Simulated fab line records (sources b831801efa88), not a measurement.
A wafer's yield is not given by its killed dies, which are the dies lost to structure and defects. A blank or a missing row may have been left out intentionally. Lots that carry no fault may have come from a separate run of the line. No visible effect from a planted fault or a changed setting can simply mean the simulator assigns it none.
Matching of chambers ; flow sky130 ; SKY_CONTACT_CVD_00 on pecvd-04: 3 sister chambers
The step deposits Si3N4, target thk 75 nm. 18 wafers are shown with their chamber, then 9 later ones without.

== WAFERS, EACH WITH ITS CHAMBER ==
wafer;chamber;heater power w (W);rf fwd power W (W)
L076.1;2;663;443.8
L076.2;1;789;440.2
L076.4;1;811;442.3
L080.1;1;811;441.7
L080.3;0;653;443.7
L080.4;1;770;440.9
L083.1;0;584;439.8
L083.4;0;586;439.6
L083.5;1;828;442.3
L085.1;1;787;442.4
L085.3;2;773;444.8
L085.6;1;795;442.1
L086.2;2;654;445.0
L086.5;0;643;444.3
L086.6;1;710;443.0
L088.1;2;754;445.2
L088.3;0;677;441.5
L088.4;1;743;439.0

SIGNATURES (means of the wafers above)
reading;chamber 0;chamber 1;chamber 2;scatter within a chamber
heater power w;628.60;782.67;711.00;44
rf fwd power W;441.780;441.544;444.700;1.48
Rule: for a wafer and a chamber, the distance is found by dividing, reading by reading, the gap between the wafer's reading and the chamber's mean by the reading's scatter, squaring, summing and taking the root. The wafer belongs to the nearest chamber; if the next one is less than 2 further off, it can't be placed. The scatter: take each reading less its chamber's mean, square it, sum over the shown wafers, divide by the number of wafers less the number of chambers, and take the root.

== WAFERS WHOSE CHAMBER IS MISSING ==
wafer;heater power w (W);rf fwd power W (W)
L092.1;659;441.8
L092.2;729;443.6
L092.4;750;445.8
L094.1;825;441.1
L094.2;766;443.5
L094.6;545;440.7
L097.3;628;442.0
L097.4;673;442.0
L097.5;635;444.0

== WHICH CHAMBER EACH WENT THROUGH ==
wafer;from the rows above;in truth
L092.1;can't be placed: 0 or 2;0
L092.2;can't be placed: 2 or 1 or 0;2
L092.4;can't be placed: 2 or 1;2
L094.1;1;1
L094.2;can't be placed: 1 or 2 or 0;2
L094.6;0;0
L097.3;0;0
L097.4;can't be placed: 0 or 2 or 1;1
L097.5;can't be placed: 0 or 2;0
Placed correctly: 3 of 9. Cannot be placed on the basis of these rows: 6; the candidates contain the true chamber in 6. Wrongly placed: 0.
